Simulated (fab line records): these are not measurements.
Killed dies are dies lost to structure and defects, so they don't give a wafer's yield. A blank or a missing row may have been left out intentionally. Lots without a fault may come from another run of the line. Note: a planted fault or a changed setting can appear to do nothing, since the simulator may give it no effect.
Comparing a struck lot with a sound one	flow sky130	15 out of 708 route steps
Sound: these wafers, L891.1, L891.2, L891.3. Struck: wafers L900.1, L900.5. The cause is named last.
Order at every step that has rows: each side's tool, ch and its chambers, its first start. Under that, the readings that differ: sound wafers	struck wafers	difference of the means	sigmas: that difference in standard deviations of wafers without a fault.
alike: words and numbers the same on both sides, and readings whose means are apart by under 2 such deviations; not compared: readings that were withheld, readings missing a value for some wafer, numbers with overlapping values and no deviation given by the record, and bounds like >300 which may hide the same value.
A row with sigmas, a row that says differs or no value, or rows on one side alone: a step with any of these is where the two part. When numbers do not overlap yet have no deviation, they are printed without sigmas and do not part them. A reading that every wafer of one side lacks parts them only if that side has two wafers or more.

SKY_CONTACT_STRIP_19: strips in O2/N2.
  sound on plasmaAsher-03 ch 0,1, day 31 23:12; struck on plasmaAsher-03 ch 0,1, day 35 00:03
reading	sound	struck	difference	sigmas
stripTimeToEndpointS (s)	3.57 3.61 3.61	3.68 3.68	+0.08	+2
  alike: drypumpMotorCurrentA, oesProductAu
  not compared: rfHoursCounterH
then, 4 steps without rows for these wafers: SKY_CONTACT_STRIP_20 (strips in post etch residue remover, time 1200 s); SKY_CONTACT_CLEAN_21 (cleans in IPA, time 180 s); SKY_CONTACT_CLEAN_22 (cleans in O3/DIW); SKY_CONTACT_SPUTTER_23 (material TiN, target thk 20 nm, time 80 s).
SKY_CONTACT_CVD_24: deposits W, target thk 340 nm, time 102.12 s.
  sound on cvdW-01 ch 0,1, day 31 23:52; struck on cvdW-01 ch 0,1, day 35 00:45
  alike: heaterPowerW
SKY_CONTACT_RS_MEAS_25: measures by four-point-probe.
  sound on filmMetro-01 at day 31 23:59; struck on filmMetro-04 at day 35 00:52
  alike: CONTACT_W_RS
SKY_CONTACT_THK_MEAS_26: measures by xrf.
  sound on filmMetro-01 at day 32 00:06; struck on filmMetro-04 at day 35 00:59
  alike: CONTACT_W_THK
SKY_CONTACT_CMP_27: polishes, stops on SiO2, t overpolish 15 s, target thk 0 nm.
  sound on cmp-01 ch 1,2,3, day 32 00:10; struck on cmp-01 ch 1,2, day 35 01:02
reading	sound	struck	difference	sigmas
overpolishRunS (s)	14.989 14.980 14.994	15.003 15.009	+0.018	+2
  alike: edgeZonePressureFrac, motorCurrentA, timeToEndpointS
then, 2 steps without rows for these wafers: SKY_METAL1_SPUTTER_00 (material Ti, target thk 15 nm, time 10 s); SKY_METAL1_SPUTTER_01 (material TiN, target thk 20 nm, time 16.7 s).
SKY_METAL1_SPUTTER_02: material AlCu, target thk 250 nm, time 13.3 s.
  sound on pvdSputter-03 at day 32 00:31; struck on pvdSputter-03 at day 35 01:23
  alike: cathodeDcPowerW, throttleValvePct
SKY_METAL1_SPUTTER_03: material Ti, target thk 5 nm, time 3.3 s.
  sound on pvdSputter-03 at day 32 00:32; struck on pvdSputter-03 at day 35 01:25
reading	sound	struck	difference	sigmas
model.Ti_of_METAL1_SPUTTER_03.thkNm (nm)	4.669 4.851 4.977	6.397 6.495	+1.614	
  alike: cathodeDcPowerW, throttleValvePct
SKY_METAL1_SPUTTER_04: material TiN, target thk 70 nm, time 58.3 s.
  sound on pvdSputter-03 at day 32 00:33; struck on pvdSputter-03 at day 35 01:26
  alike: cathodeDcPowerW, throttleValvePct
-- the record jumps here: 13 days lie between the struck wafers' starts before and after (it left off in module METAL1 and takes up again in module PAD_OPEN, whose first step shown is number 708 of the route) --
SKY_PAD_OPEN_PROBE_99:
  sound on prober-02 at day 46 03:38; struck on prober-01 at day 48 12:35
reading	sound	struck	difference	sigmas
killed_at_M0_to_M3	52 53 46	42 31	-14	-2
sort_bin_6_memory (%)	8.1 6.9 7.9	4.7 5.7	-2.4	-2
  alike: defectLimitedYield, killed_at_M4_up, killedAtContacts, killedAtFrontEnd, killedAtOther, killedDies, killedOnRim, killedOpen, killedShort, sort_bin_3_pad_short, sort_bin_5_function, sortNPass, sortYieldPct

== WHERE THEY PART ==
Earliest at SKY_CONTACT_STRIP_19; latest, in this record, at SKY_PAD_OPEN_PROBE_99.

WHY: whatever the simulator had introduced
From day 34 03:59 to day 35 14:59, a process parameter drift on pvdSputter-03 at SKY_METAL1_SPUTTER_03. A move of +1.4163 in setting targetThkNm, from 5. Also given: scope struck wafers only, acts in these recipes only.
